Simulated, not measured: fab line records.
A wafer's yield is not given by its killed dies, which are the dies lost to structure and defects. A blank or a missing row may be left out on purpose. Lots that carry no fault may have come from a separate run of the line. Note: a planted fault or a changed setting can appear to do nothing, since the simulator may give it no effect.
A struck lot beside a sound one || flow gf180mcu || 16 out of 602 route steps
Sound: wafers L828.1, L828.4, L828.5. Struck: wafer L842.5 (L842.3, L842.6, from the same lot, were not struck and are left out); the cause is given at the end.
At each step with rows: each side's tool, then ch and its chambers, then its first start. Under that, the readings that differ: sound wafers || struck wafers || difference of the means || sigmas: that difference in standard deviations of wafers without a fault.
alike: a reading whose means differ by less than 2 such deviations, as well as words and numbers matching on both sides. not compared: withheld readings; readings where some wafer has no value; bounds like >300 that might hide an equal value; numbers whose values overlap and for which the record gives no deviation.
The two part at a step that has a row with sigmas, a row that says differs or no value, or rows on one side only. Numbers that have no deviation but don't overlap get no sigmas and don't part them. A reading that every wafer of one side lacks parts them only if that side has two wafers or more.

GF_POLY_GATE_THK_MEAS_01:
  sound: film_metro-04 at day 9 00:37; struck: film_metro-04 at day 13 04:38
  alike: POLY_GATE_CVD_00_THK
then, 8 steps without rows for these wafers: GF_POLY_GATE_DEHYDRATE_02 (time 60 s); GF_POLY_GATE_HMDS_03 (prime time 60 s); GF_POLY_GATE_COAT_04; GF_POLY_GATE_COAT_05 (resist thk 700 nm); GF_POLY_GATE_SOFTBAKE_06 (time 60 s); GF_POLY_GATE_EXPOSE_07 (exposes mask Poly2, target cd 280 nm); GF_POLY_GATE_PEB_08 (peb time 90 s); GF_POLY_GATE_DEVELOP_09 (develop time 60 s).
GF_POLY_GATE_CD_MEAS_10: the cd target is 280 nm.
  sound: cd_sem-01 at day 9 17:16; struck: cd_sem-01 at day 14 00:51
  alike: cd_nm
GF_POLY_GATE_OVL_MEAS_11:
  sound: overlay-01 at day 9 17:23; struck: overlay-02 at day 14 00:56
  alike: POLY_GATE_OVL
GF_POLY_GATE_ETCH_12: etches BARC in N2/H2.
  sound on rie_diel-01 ch 0,1,2, day 9 17:25; struck on rie_diel-01 ch 0, day 14 00:58
  alike: drypump_motor_current_A, oes_product_au, throttle_valve_pct
GF_POLY_GATE_ETCH_13: etches poly-Si in HBr/Cl2, stops on SiO2, target depth 198.5 nm, time 69.6 s.
  sound on rie_si-01 ch 1,2, day 9 17:28; struck on rie_si-01 ch 2, day 14 01:01
{"reading": "oes_product_au (a.u.)", "sound": "0.996 0.995 0.988", "struck": 1.009, "difference": "+0.016", "sigmas": "+2"}
{"reading": "run_length_s (s)", "sound": "97.5 98.1 98.3", "struck": 76.3, "difference": -21.7, "sigmas": -44}
{"reading": "model.etch.depth_nm (nm)", "sound": "201.7 200.2 197.5", "struck": 139.9, "difference": -59.9, "sigmas": ""}
{"reading": "model.POLY_GATE.feature_depth_nm (nm)", "sound": "201.7 200.2 197.5", "struck": 139.9, "difference": -59.9, "sigmas": ""}
  alike: drypump_motor_current_A, throttle_valve_pct
  not compared: rf_hours_counter_h
GF_POLY_GATE_STRIP_14: strips in O2/N2.
  sound on plasma_asher-04 ch 0, day 9 17:31; struck on plasma_asher-04 ch 0, day 14 01:07
{"reading": "oes_product_au (a.u.)", "sound": "0.509 0.504 0.503", "struck": 0.516, "difference": "+0.011", "sigmas": "+2"}
  alike: drypump_motor_current_A, heater_power_w
  not compared: rf_hours_counter_h
then, 1 step without rows for these wafers: GF_POLY_GATE_CLEAN_15 (cleans in SC1/SC2, time 150 s).
-- here the record skips 20 days between the struck wafers' starts before and after, leaving off in module POLY_GATE and picking up in module PASSIVATION (first step shown: number 602 of the route) --
GF_PASSIVATION_PROBE_99:
  only the struck wafers here have rows in the record (prober-01, day 33 13:51); the sound ones have none

== WHERE THEY PART ==
Last at GF_PASSIVATION_PROBE_99 as far as this record goes, first at GF_POLY_GATE_ETCH_13.

WHY: whatever the simulator had introduced
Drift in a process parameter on rie_si-01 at GF_POLY_GATE_ETCH_13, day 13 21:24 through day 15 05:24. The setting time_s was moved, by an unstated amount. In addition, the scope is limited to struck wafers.
